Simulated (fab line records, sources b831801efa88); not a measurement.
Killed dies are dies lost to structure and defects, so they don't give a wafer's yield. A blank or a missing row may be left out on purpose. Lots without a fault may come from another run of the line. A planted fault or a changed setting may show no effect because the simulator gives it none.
fab line records | flow sky130
record lots=6 wafers=17 last_day=50
route steps=708 shown VT_ADJUST_NCORE@125 VT_ADJUST_HVTR@131 PAD_OPEN@708
lots that met no fault: from a run of the same line without faults
start_h: hours from the record's first day to the start of the lot's first wafer shown | wait_h: hours since the lot's step before | " the same as in the row above | L1.1+2: a row that stands for several wafers | - no value, or no start given | * or withheld: withheld | < > ~ a bound
route shown NAME@n: a module of which the file shows steps, and the number in the route of the first | usual: mean/standard deviation of fault-free wafers | same: alike in all rows | chamber/n: place in a boat | sites: the reading at each site | _std_site: their standard deviation | _edge_site: outer sites' mean less inner sites' | radius_mm: how far each site lies from the wafer's centre | mask NAME#n: copy n | behind: the tool/chamber that last shaped the wafer | hold: why the lot was held/for how many hours/how that ended | device: the transistor (n, p or np) that didn't switch | end of line: the same wafers' tests at the end of the route | a step without rows: its recipe alone | killed: dies lost to structure and defects at the first sort, not the wafer's yield | map: a wafer's dies, x killed, . not, _ none there
set.NAME: the setting as run; set.NAME@STEP: as run at that earlier step | model.NAME: the simulator's own value behind a step, which no gauge read
lots at some steps of the route; a table a step, a row a wafer
services: from which hour (start_h, from the record's first day; less than 0 if before it) a tool's chamber was out of use, for how many hours, and why
## steps
# step SKY_VT_ADJUST_NCORE_DEVELOP_06
# recipe resist=NOVOLAK developer=TMAH develop_time_s=60 dev_temp_c=23
# step SKY_VT_ADJUST_NCORE_CD_MEAS_07
# recipe target_cd_nm=380
# usual cd_nm=379.7/2.7
# columns lot.wafer tool chamber start_h wait_h cd_nm
L101.2 cd_sem-02 - 196.31 0.2 377.6
L101.3 " - " " 375.0
L101.6 " - " " 374.3
L106.1 cd_sem-01 - 235.52 0.1 379.4
L106.2 " - " " 380.4
L106.3 " - " " 378.9
L107.1 cd_sem-02 - 248.75 0.1 376.5
L107.4 " - " " 378.2
L118.2 cd_sem-02 - 319.87 0.1 380.5
L118.3 " - " " 379.8
L118.5 " - " " 377.7
L119.1 cd_sem-01 - 325.23 0.1 378.9
L119.5 " - " " 378.6
L119.6 " - " " 381.0
L120.1 cd_sem-01 - 327.22 0.1 380.2
L120.2 " - " " 382.5
L120.3 " - " " 379.7
# step SKY_VT_ADJUST_NCORE_OVL_MEAS_08
# usual VT_ADJUST_NCORE_OVL=-0.4/1.4
# columns lot.wafer tool chamber start_h wait_h VT_ADJUST_NCORE_OVL[nm]
L101.2 overlay-02 - 196.41 0.1 -2.1
L101.3 " - " " -1.4
L101.6 " - " " -1.2
L106.1 overlay-01 - 235.64 0.1 0.9
L106.2 " - " " -0.5
L106.3 " - " " -0.4
L107.1 overlay-02 - 248.87 0.1 -0.3
L107.4 " - " " -1.3
L118.2 overlay-02 - 319.98 0.1 -0.7
L118.3 " - " " 0.2
L118.5 " - " " 0.9
L119.1 overlay-02 - 325.35 0.1 -1.7
L119.5 " - " " -1.4
L119.6 " - " " -1.2
L120.1 overlay-02 - 327.34 0.1 0.3
L120.2 " - " " 1.3
L120.3 " - " " 0.0
# step SKY_VT_ADJUST_NCORE_IMPLANT_09
# recipe species=B energy_kev=10 dose_cm2=2.4e+12 tilt_deg=withheld
# step SKY_VT_ADJUST_NCORE_STRIP_10
# recipe chemistry=O2/N2 power_w=1400 pressure_mtorr=1500 platen_temp_c=withheld o2_flow_sccm=3000 n2_flow_sccm=300 overash_fraction=0.5
# usual drypump_motor_current_A=5.5/0.32 oes_product_au=0.715/0.0045 strip_time_to_endpoint_s=14.18/0.038
# columns lot.wafer tool chamber start_h wait_h drypump_motor_current_A oes_product_au rf_hours_counter_h strip_time_to_endpoint_s
L101.2 plasma_asher-03 1 196.59 0.1 5.6 0.718 49 14.17
L101.3 " 1 " " 5.6 0.708 - 14.19
L101.6 " 0 " " 5.6 0.705 - 14.19
L106.1 plasma_asher-02 0 235.83 0.1 5.8 0.713 42 14.19
L106.2 " 1 " " 4.7 0.713 42 14.20
L106.3 " 1 " " 4.7 0.717 - 14.16
L107.1 plasma_asher-01 1 249.06 0.1 5.5 0.715 56 14.21
L107.4 " 1 " " 5.5 0.719 - 14.19
L118.2 plasma_asher-03 1 320.16 0.1 5.6 0.715 63 14.20
L118.3 " 1 " " 5.6 0.713 - 14.19
L118.5 " 1 " " 5.6 0.708 - 14.17
L119.1 plasma_asher-03 0 325.54 0.1 5.5 0.715 64 14.11
L119.5 " 0 " " 5.6 0.705 - 14.12
L119.6 " 1 " " 5.6 0.720 - 14.13
L120.1 plasma_asher-02 0 327.53 0.1 5.8 0.716 47 14.22
L120.2 " 1 " " 4.8 0.720 47 14.24
L120.3 " 1 " " 4.8 0.725 - 14.21
# step SKY_VT_ADJUST_NCORE_TW_MEAS_11
# usual VT_ADJUST_NCORE_TW=219.1/3
# columns lot.wafer tool chamber start_h wait_h VT_ADJUST_NCORE_TW
L101.2 film_metro-02 - 196.70 0.1 215.7
L101.3 " - " " 215.8
L101.6 " - " " 216.4
L106.1 film_metro-02 - 235.93 0.1 216.6
L106.2 " - " " 216.5
L106.3 " - " " 215.4
L107.1 film_metro-01 - 249.16 0.1 221.6
L107.4 " - " " 222.8
L118.2 film_metro-03 - 320.27 0.1 219.9
L118.3 " - " " 218.8
L118.5 " - " " 219.8
L119.1 film_metro-01 - 325.64 0.1 222.0
L119.5 " - " " 221.0
L119.6 " - " " 221.4
L120.1 film_metro-03 - 327.63 0.1 218.6
L120.2 " - " " 220.3
L120.3 " - " " 218.6
# step SKY_VT_ADJUST_HVTR_DEHYDRATE_00
# recipe temp_c=200 time_s=60
# step SKY_VT_ADJUST_HVTR_HMDS_01
# recipe prime_time_s=60 prime_temp_c=120
# step SKY_VT_ADJUST_HVTR_COAT_02
# recipe resist=NOVOLAK spin_rpm=3000 resist_thk_nm=1140
# step SKY_VT_ADJUST_HVTR_SOFTBAKE_03
# recipe temp_c=90 time_s=60 resist=NOVOLAK
# step SKY_VT_ADJUST_HVTR_EXPOSE_04
# recipe mask_id=HVTRM target_cd_nm=380 na=0.6 source_shape=conventional sigma_outer=0.6 dose_mj=150
# step SKY_VT_ADJUST_HVTR_PEB_05
# recipe temp_c=withheld time_s=* resist=NOVOLAK
# step SKY_VT_ADJUST_HVTR_DEVELOP_06
# recipe develop_time_s=60 dev_temp_c=23
# columns lot.wafer tool chamber start_h wait_h
L101.2+3+6 litho_track-04 0 218.63 0.1
L106.1+2+3 litho_track-03 0 259.32 0.1
L107.1+4 litho_track-03 0 272.77 0.1
L118.2+3+5 litho_track-04 0 346.93 0.1
L119.1+5+6 litho_track-04 0 352.75 0.1
L120.1+2+3 litho_track-03 0 354.82 0.1
# step SKY_VT_ADJUST_HVTR_CD_MEAS_07
# recipe target_cd_nm=380
# usual cd_nm=380/3.1
# columns lot.wafer tool chamber start_h wait_h cd_nm
L101.2 cd_sem-02 - 218.77 0.1 377
L101.3 " - " " 373
L101.6 " - " " 376
L106.1 cd_sem-01 - 259.47 0.1 393
L106.2 " - " " 380
L106.3 " - " " 379
L107.1 cd_sem-01 - 272.92 0.1 397
L107.4 " - " " 394
L118.2 cd_sem-01 - 347.07 0.1 381
L118.3 " - " " 381
L118.5 " - " " 382
L119.1 cd_sem-01 - 352.90 0.1 381
L119.5 " - " " 381
L119.6 " - " " 381
L120.1 cd_sem-02 - 354.97 0.1 380
L120.2 " - " " 379
L120.3 " - " " 380
# step SKY_VT_ADJUST_HVTR_OVL_MEAS_08
# usual VT_ADJUST_HVTR_OVL=0.9/1.4
# columns lot.wafer tool chamber start_h wait_h VT_ADJUST_HVTR_OVL[nm]
L101.2 overlay-01 - 218.88 0.1 -0.1
L101.3 " - " " -0.1
L101.6 " - " " 1.1
L106.1 overlay-02 - 259.59 0.1 1.7
L106.2 " - " " 0.2
L106.3 " - " " 1.7
L107.1 overlay-01 - 273.04 0.1 -0.3
L107.4 " - " " 1.7
L118.2 overlay-02 - 347.18 0.1 -0.8
L118.3 " - " " -0.4
L118.5 " - " " 1.8
L119.1 overlay-02 - 353.02 0.1 0.2
L119.5 " - " " 1.5
L119.6 " - " " -1.1
L120.1 overlay-01 - 355.09 0.1 1.1
L120.2 " - " " -1.5
L120.3 " - " " -0.2
# step SKY_PAD_OPEN_PROBE_99
# usual killed_at_M0_to_M3=44/7 killed_at_M4_up=3.0/1.7 killed_at_contacts=24/5.2 killed_at_front_end=15/4.8 killed_at_other=0.2/0.56 killed_dies=86/9.7 killed_open=47/7.1 killed_short=39/6.3
# same gross_dies=492 killed_at_back_side=0
# columns lot.wafer tool chamber start_h wait_h killed_at_M0_to_M3 killed_at_M4_up killed_at_contacts killed_at_front_end killed_at_other killed_dies killed_open killed_short
L118.2 prober-01 - 1187.80 0.1 47 2 30 23 1 103 64 37
L118.3 prober-01 - 1187.85 0.2 39 3 26 17 0 85 45 40
L118.5 prober-01 - 1187.95 0.2 37 3 18 17 0 75 34 41
# killed by level:class
L118.2 VIA3:geometric_particle:open=12 VIA1:geometric_particle:open=12 CONTACT:geometric_particle:open=8 FIELD_ISO:geometric_particle:open=7 LI_CONTACT:geometric_particle:open=7 CONTACT:geometric_particle:short=7 VIA2:geometric_particle:open=6 POLY_GATE:geometric_particle:open=5
L118.3 VIA1:geometric_particle:open=10 FIELD_ISO:geometric_particle:open=7 LI_CONTACT:geometric_particle:open=7 METAL2:geometric_particle:short=7 LI_CONTACT:geometric_particle:short=5 LOCAL_INTERCONNECT:geometric_particle:short=5 CONTACT:geometric_particle:open=5 METAL1:geometric_particle:short=5
L118.5 VIA1:geometric_particle:open=11 FIELD_ISO:geometric_particle:short=6 LI_CONTACT:geometric_particle:open=5 CONTACT:geometric_particle:short=5 METAL1:geometric_particle:short=5 VIA1:geometric_particle:short=5 FIELD_ISO:geometric_particle:open=4 VIA3:geometric_particle:short=4
## services
# columns tool chamber start_h hours kind
plasma_asher-02 - 178.86 1.6 repair
plasma_asher-03 - 183.74 10.2 repair
plasma_asher-02 - 274.20 42.0 repair
plasma_asher-01 - 278.94 14.6 pm
plasma_asher-02 - 314.16 4.0 repair
## key
first_sign step=SKY_VT_ADJUST_HVTR_CD_MEAS_07 reading=cd_nm direction=up sigmas=4.9 usual=380 struck=395
effect none on later readings
met_at SKY_VT_ADJUST_HVTR_DEVELOP_06
struck_wafers L106.1,L107.1,L107.4
tester_left_out L106,L107
fault kind=process_parameter_drift tool=litho_track-03 chamber=- onset_h=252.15 steps=SKY_VT_ADJUST_HVTR_DEVELOP_06 channel=develop_time_s offset=* shape=step end_h=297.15 scope=struck_wafers_only acts_in=* stated=*
# tester_left_out: of these lots the tester's yield and bins aren't shown, on N5 and GAA mostly nor the transistor test; their killed dies are dies lost to structure and defects alone, not to doping, threshold or leakage, so they don't give the yield
